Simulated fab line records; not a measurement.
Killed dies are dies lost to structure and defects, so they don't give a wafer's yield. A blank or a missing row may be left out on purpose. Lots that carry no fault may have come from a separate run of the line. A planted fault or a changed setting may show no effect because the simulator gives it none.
fab line records ; flow gf180mcu
record: lots: 14; wafers: 42; lastDay: 36
route steps=602 shown STI@23 VT_IMPLANT@97 NSD@243
lots that met no fault: from a run of the same line without faults
startH: start of the lot's first displayed wafer, in hours after the record's first day ; waitH: hours elapsed since this lot's preceding step ; " same as the row above ; L1.1+2: a row that stands for several wafers ; - value missing, or start not given ; * or withheld: withheld ; < > ~ a bound
route shown NAME@n: NAME is a module with steps in the file, n the number in the route of the first one ; usual: mean/standard deviation of fault-free wafers ; same: alike in all rows ; chamber/n: place in a boat ; sites: readings site by site ; _std_site: how widely they spread, as a standard deviation ; _edge_site: the outer-site mean with the inner-site mean subtracted ; radiusMm: how far each site lies from the wafer's centre ; mask NAME#n: copy n ; behind: the tool/chamber that last shaped the wafer ; hold: why the lot was held/for how many hours/how that ended ; device: transistor that didn't switch, given as n, p or np ; end of line: the same wafers' tests at the end of the route ; step lacking rows: just its recipe ; killed: the dies lost at the first sort to structure and to defects; this is not the yield of the wafer ; map: a wafer's dies, marking killed ones x, the rest . and places with no die _
set.NAME: the setting the step ran with; set.NAME@STEP: the setting that earlier step ran with ; model.NAME: the simulator's own value behind a step, which no gauge read
steps of the route over a sample of lots; a table a step, a row a wafer
services: a tool's chamber out of use, with start hour (startH, from the record's first day; less than 0 if before it), hours out, and reason
== steps ==
step: GF_STI_THK_MEAS_22
recipe: reads: SiO2_of_STI_OXIDATION_21
usual: STI_OXIDATION_01_THK: 15.16/0.3
lot.wafer;tool;chamber;startH;waitH;STI_OXIDATION_01_THK[nm]
L986.3;filmMetro-03;-;35.25;0.0;15.32
L986.5;filmMetro-03;-;35.25;0.0;15.53
L986.6;filmMetro-03;-;35.25;0.0;15.63
L987.1;filmMetro-03;-;39.38;0.0;15.17
L987.4;filmMetro-03;-;39.38;0.0;15.21
L987.6;filmMetro-03;-;39.38;0.0;15.22
L988.1;filmMetro-03;-;44.03;0.0;15.38
L988.3;filmMetro-03;-;44.03;0.0;15.08
L988.5;filmMetro-03;-;44.03;0.0;15.30
L989.1;filmMetro-02;-;49.45;0.0;15.00
L989.5;filmMetro-02;-;49.45;0.0;15.02
L989.6;filmMetro-02;-;49.45;0.0;14.88
L990.1;filmMetro-01;-;53.83;0.0;15.02
L990.2;filmMetro-01;-;53.83;0.0;14.86
L990.6;filmMetro-01;-;53.83;0.0;15.31
L991.2;filmMetro-03;-;61.35;0.0;15.23
L991.3;filmMetro-03;-;61.35;0.0;15.32
L991.4;filmMetro-03;-;61.35;0.0;15.47
L992.1;filmMetro-03;-;65.61;0.0;15.39
L992.4;filmMetro-03;-;65.61;0.0;15.64
L992.6;filmMetro-03;-;65.61;0.0;15.58
L993.2;filmMetro-01;-;69.43;0.0;14.62
L993.4;filmMetro-01;-;69.43;0.0;14.71
L993.6;filmMetro-01;-;69.43;0.0;14.57
L994.1;filmMetro-01;-;76.10;0.0;15.09
L994.2;filmMetro-01;-;76.10;0.0;14.93
L994.6;filmMetro-01;-;76.10;0.0;14.78
L995.2;filmMetro-01;-;81.19;0.0;15.72
L995.4;filmMetro-01;-;81.19;0.0;15.27
L995.6;filmMetro-01;-;81.19;0.0;15.51
L999.2;filmMetro-02;-;102.03;0.0;14.95
L999.3;filmMetro-02;-;102.03;0.0;15.25
L999.5;filmMetro-02;-;102.03;0.0;14.92
L101.3;filmMetro-03;-;110.56;0.0;15.70
L101.5;filmMetro-03;-;110.56;0.0;15.60
L101.6;filmMetro-03;-;110.56;0.0;15.72
L102.1;filmMetro-02;-;117.44;0.0;14.83
L102.3;filmMetro-02;-;117.44;0.0;15.18
L102.4;filmMetro-02;-;117.44;0.0;15.03
L108.3;filmMetro-01;-;147.56;0.0;15.04
L108.4;filmMetro-01;-;147.56;0.0;15.10
L108.5;filmMetro-01;-;147.56;0.0;15.26
step: GF_VT_IMPLANT_OVL_MEAS_07
usual: VT_IMPLANT_OVL: 0.4/1.5
lot.wafer;tool;chamber;startH;waitH;VT_IMPLANT_OVL[nm]
L986.3;overlay-02;-;131.48;0.1;-0.2
L986.5;overlay-02;-;131.48;0.1;-0.6
L986.6;overlay-02;-;131.48;0.1;0.9
L987.1;overlay-02;-;136.32;0.1;0.1
L987.4;overlay-02;-;136.32;0.1;-0.8
L987.6;overlay-02;-;136.32;0.1;-1.9
L988.1;overlay-01;-;142.84;0.1;1.5
L988.3;overlay-01;-;142.84;0.1;-1.5
L988.5;overlay-01;-;142.84;0.1;2.4
L989.1;overlay-01;-;149.44;0.1;2.2
L989.5;overlay-01;-;149.44;0.1;0.0
L989.6;overlay-01;-;149.44;0.1;2.6
L990.1;overlay-02;-;153.94;0.1;1.8
L990.2;overlay-02;-;153.94;0.1;3.2
L990.6;overlay-02;-;153.94;0.1;2.2
L991.2;overlay-01;-;162.62;0.1;-0.1
L991.3;overlay-01;-;162.62;0.1;0.4
L991.4;overlay-01;-;162.62;0.1;1.5
L992.1;overlay-01;-;168.56;0.1;0.3
L992.4;overlay-01;-;168.56;0.1;-1.2
L992.6;overlay-01;-;168.56;0.1;0.7
L993.2;overlay-02;-;174.43;0.1;-2.2
L993.4;overlay-02;-;174.43;0.1;-0.9
L993.6;overlay-02;-;174.43;0.1;-1.2
L994.1;overlay-01;-;182.62;0.1;-0.4
L994.2;overlay-01;-;182.62;0.1;-0.9
L994.6;overlay-01;-;182.62;0.1;-0.7
L995.2;overlay-02;-;188.83;0.1;-1.5
L995.4;overlay-02;-;188.83;0.1;1.2
L995.6;overlay-02;-;188.83;0.1;-1.2
L999.2;overlay-02;-;214.22;0.1;-2.8
L999.3;overlay-02;-;214.22;0.1;-2.5
L999.5;overlay-02;-;214.22;0.1;-1.7
L101.3;overlay-01;-;224.03;0.1;1.8
L101.5;overlay-01;-;224.03;0.1;0.5
L101.6;overlay-01;-;224.03;0.1;2.1
L102.1;overlay-01;-;236.31;0.1;0.2
L102.3;overlay-01;-;236.31;0.1;-0.1
L102.4;overlay-01;-;236.31;0.1;0.4
L108.3;overlay-01;-;269.87;0.1;2.1
L108.4;overlay-01;-;269.87;0.1;1.1
L108.5;overlay-01;-;269.87;0.1;2.7
step: GF_VT_IMPLANT_IMPLANT_41
recipe: species: As; energyKev: 70; doseCm2: 1.013e+12; tiltDeg: 7
usual: beamOnS: 9.99/0.2; faradayCurrentUA: 5.72/0.12
lot.wafer;tool;chamber;startH;waitH;beamOnS;faradayCurrentUA
L986.3;implanter-04;0;185.21;0.1;10.59;5.36
L986.5;implanter-04;0;185.21;0.1;10.09;5.66
L986.6;implanter-04;0;185.21;0.1;9.91;5.76
L987.1;implanter-04;0;190.45;0.0;9.56;5.97
L987.4;implanter-04;0;190.45;0.0;10.03;5.69
L987.6;implanter-04;0;190.45;0.0;9.95;5.75
L988.1;implanter-04;0;198.61;0.0;9.68;5.91
L988.3;implanter-04;0;198.61;0.0;9.91;5.73
L988.5;implanter-04;0;198.61;0.0;10.04;5.72
L989.1;implanter-03;0;205.35;0.0;9.83;5.80
L989.5;implanter-03;0;205.35;0.0;10.26;5.57
L989.6;implanter-03;0;205.35;0.0;10.26;5.57
L990.1;implanter-03;0;210.80;0.0;10.26;5.55
L990.2;implanter-03;0;210.80;0.0;10.23;5.57
L990.6;implanter-03;0;210.80;0.0;9.74;5.86
L991.2;implanter-03;0;219.22;0.0;10.27;5.60
L991.3;implanter-03;0;219.22;0.0;9.59;5.92
L991.4;implanter-03;0;219.22;0.0;9.88;5.82
L992.1;implanter-01;0;226.16;0.0;9.95;5.73
L992.4;implanter-01;0;226.16;0.0;10.04;5.66
L992.6;implanter-01;0;226.16;0.0;9.93;5.76
L993.2;implanter-03;0;233.82;0.0;9.67;5.91
L993.4;implanter-03;0;233.82;0.0;9.79;5.83
L993.6;implanter-03;0;233.82;0.0;10.19;5.59
L994.1;implanter-04;0;241.13;0.0;10.03;5.68
L994.2;implanter-04;0;241.13;0.0;10.11;5.65
L994.6;implanter-04;0;241.13;0.0;9.92;5.78
L995.2;implanter-03;0;249.55;0.0;9.87;5.74
L995.4;implanter-03;0;249.55;0.0;9.92;5.73
L995.6;implanter-03;0;249.55;0.0;9.67;5.85
L999.2;implanter-03;0;278.27;0.0;11.71;4.86
L999.3;implanter-03;0;278.27;0.0;11.06;5.18
L999.5;implanter-03;0;278.27;0.0;10.89;5.24
L101.3;implanter-04;0;286.58;0.1;10.10;5.61
L101.5;implanter-04;0;286.58;0.1;10.10;5.66
L101.6;implanter-04;0;286.58;0.1;9.84;5.79
L102.1;implanter-03;0;299.48;0.0;11.57;4.93
L102.3;implanter-03;0;299.48;0.0;11.33;5.03
L102.4;implanter-03;0;299.48;0.0;11.54;4.94
L108.3;implanter-04;0;333.66;0.1;9.85;5.80
L108.4;implanter-04;0;333.66;0.1;9.97;5.74
L108.5;implanter-04;0;333.66;0.1;9.88;5.79
step: GF_VT_IMPLANT_TW_MEAS_43
usual: VT_IMPLANT_4_TW: 688/4.8
lot.wafer;tool;chamber;startH;waitH;VT_IMPLANT_4_TW
L986.3;filmMetro-03;-;185.43;0.1;694
L986.5;filmMetro-03;-;185.43;0.1;690
L986.6;filmMetro-03;-;185.43;0.1;693
L987.1;filmMetro-01;-;190.70;0.1;687
L987.4;filmMetro-01;-;190.70;0.1;684
L987.6;filmMetro-01;-;190.70;0.1;682
L988.1;filmMetro-04;-;198.86;0.1;688
L988.3;filmMetro-04;-;198.86;0.1;684
L988.5;filmMetro-04;-;198.86;0.1;686
L989.1;filmMetro-01;-;205.60;0.1;686
L989.5;filmMetro-01;-;205.60;0.1;689
L989.6;filmMetro-01;-;205.60;0.1;688
L990.1;filmMetro-04;-;211.05;0.1;687
L990.2;filmMetro-04;-;211.05;0.1;687
L990.6;filmMetro-04;-;211.05;0.1;685
L991.2;filmMetro-04;-;219.46;0.1;688
L991.3;filmMetro-04;-;219.46;0.1;686
L991.4;filmMetro-04;-;219.46;0.1;688
L992.1;filmMetro-01;-;226.41;0.1;686
L992.4;filmMetro-01;-;226.41;0.1;687
L992.6;filmMetro-01;-;226.41;0.1;688
L993.2;filmMetro-03;-;234.06;0.1;694
L993.4;filmMetro-03;-;234.06;0.1;693
L993.6;filmMetro-03;-;234.06;0.1;693
L994.1;filmMetro-03;-;241.38;0.1;689
L994.2;filmMetro-03;-;241.38;0.1;698
L994.6;filmMetro-03;-;241.38;0.1;694
L995.2;filmMetro-04;-;249.79;0.1;692
L995.4;filmMetro-04;-;249.79;0.1;689
L995.6;filmMetro-04;-;249.79;0.1;692
L999.2;filmMetro-04;-;278.51;0.1;718
L999.3;filmMetro-04;-;278.51;0.1;715
L999.5;filmMetro-04;-;278.51;0.1;715
L101.3;filmMetro-03;-;286.80;0.1;695
L101.5;filmMetro-03;-;286.80;0.1;695
L101.6;filmMetro-03;-;286.80;0.1;694
L102.1;filmMetro-03;-;299.73;0.1;721
L102.3;filmMetro-03;-;299.73;0.1;723
L102.4;filmMetro-03;-;299.73;0.1;723
L108.3;filmMetro-03;-;333.92;0.1;694
L108.4;filmMetro-03;-;333.92;0.1;691
L108.5;filmMetro-03;-;333.92;0.1;695
step: GF_NSD_OVL_MEAS_08
usual: NSD_OVL: -1.8/1.2
lot.wafer;tool;chamber;startH;waitH;NSD_OVL[nm]
L986.3;overlay-02;-;346.87;0.1;-1.8
L986.5;overlay-02;-;346.87;0.1;-2.9
L986.6;overlay-02;-;346.87;0.1;-3.5
L987.1;overlay-02;-;353.39;0.1;-0.9
L987.4;overlay-02;-;353.39;0.1;-2.4
L987.6;overlay-02;-;353.39;0.1;-2.4
L988.1;overlay-01;-;361.78;0.1;-1.2
L988.3;overlay-01;-;361.78;0.1;-1.6
L988.5;overlay-01;-;361.78;0.1;-0.6
L989.1;overlay-02;-;365.88;0.1;-2.2
L989.5;overlay-02;-;365.88;0.1;0.2
L989.6;overlay-02;-;365.88;0.1;1.0
L990.1;overlay-02;-;378.16;0.1;-1.9
L990.2;overlay-02;-;378.16;0.1;-1.2
L990.6;overlay-02;-;378.16;0.1;-3.5
L991.2;overlay-02;-;384.22;0.1;-1.7
L991.3;overlay-02;-;384.22;0.1;-1.6
L991.4;overlay-02;-;384.22;0.1;-2.3
L992.1;overlay-02;-;389.84;0.1;-0.6
L992.4;overlay-02;-;389.84;0.1;-0.4
L992.6;overlay-02;-;389.84;0.1;-0.9
L993.2;overlay-02;-;403.42;0.1;-3.1
L993.4;overlay-02;-;403.42;0.1;-3.2
L993.6;overlay-02;-;403.42;0.1;-4.7
L994.1;overlay-01;-;410.09;0.1;-0.2
L994.2;overlay-01;-;410.09;0.1;-1.1
L994.6;overlay-01;-;410.09;0.1;0.0
L995.2;overlay-01;-;421.14;0.1;-0.7
L995.4;overlay-01;-;421.14;0.1;1.0
L995.6;overlay-01;-;421.14;0.1;-0.6
L999.2;overlay-02;-;453.66;0.1;-1.2
L999.3;overlay-02;-;453.66;0.1;-2.7
L999.5;overlay-02;-;453.66;0.1;-3.0
L101.3;overlay-02;-;464.79;0.1;-1.4
L101.5;overlay-02;-;464.79;0.1;-2.0
L101.6;overlay-02;-;464.79;0.1;-1.4
L102.1;overlay-02;-;477.48;0.1;-2.2
L102.3;overlay-02;-;477.48;0.1;-5.4
L102.4;overlay-02;-;477.48;0.1;-3.6
L108.3;overlay-01;-;517.50;0.1;-0.2
L108.4;overlay-01;-;517.50;0.1;-0.3
L108.5;overlay-01;-;517.50;0.1;-0.1
== services ==
tool;chamber;startH;hours;kind
implanter-04;-;173.76;3.2;repair
implanter-04;-;200.53;4.9;repair
implanter-04;-;201.07;2.1;repair
implanter-01;-;216.71;3.9;pm
implanter-04;-;229.13;3.6;pm
implanter-01;-;330.37;0.7;repair
== key ==
firstSign: step: GF_VT_IMPLANT_IMPLANT_41; reading: beamOnS; direction: up; sigmas: 6.7; usual: 9.99; struck: 11.35
effect: step: GF_VT_IMPLANT_IMPLANT_41; reading: faradayCurrentUA; direction: down; sigmas: 5.8; usual: 5.72; struck: 5.03
effect: step: GF_VT_IMPLANT_TW_MEAS_43; reading: VT_IMPLANT_4_TW; direction: up; sigmas: 6.5; usual: 688; struck: 719
metAt GF_VT_IMPLANT_IMPLANT_41
struckLots L999,L102
testerLeftOut L999,L102
notActingAt GF_STI_THK_MEAS_22,GF_VT_IMPLANT_OVL_MEAS_07,GF_NSD_OVL_MEAS_08
onsetBetween 249.55 278.27
fault: kind: processParameterDrift; tool: implanter-03; chamber: -; onsetH: 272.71; steps: GF_VT_IMPLANT_IMPLANT_41; channel: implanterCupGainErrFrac; offset: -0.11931; shape: step; endH: 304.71
testerLeftOut: of these lots the tester's yield and bins aren't shown, on N5 and GAA mostly nor the transistor test; their killed dies are dies lost to structure and defects alone, not to doping, threshold or leakage, so they don't give the yield
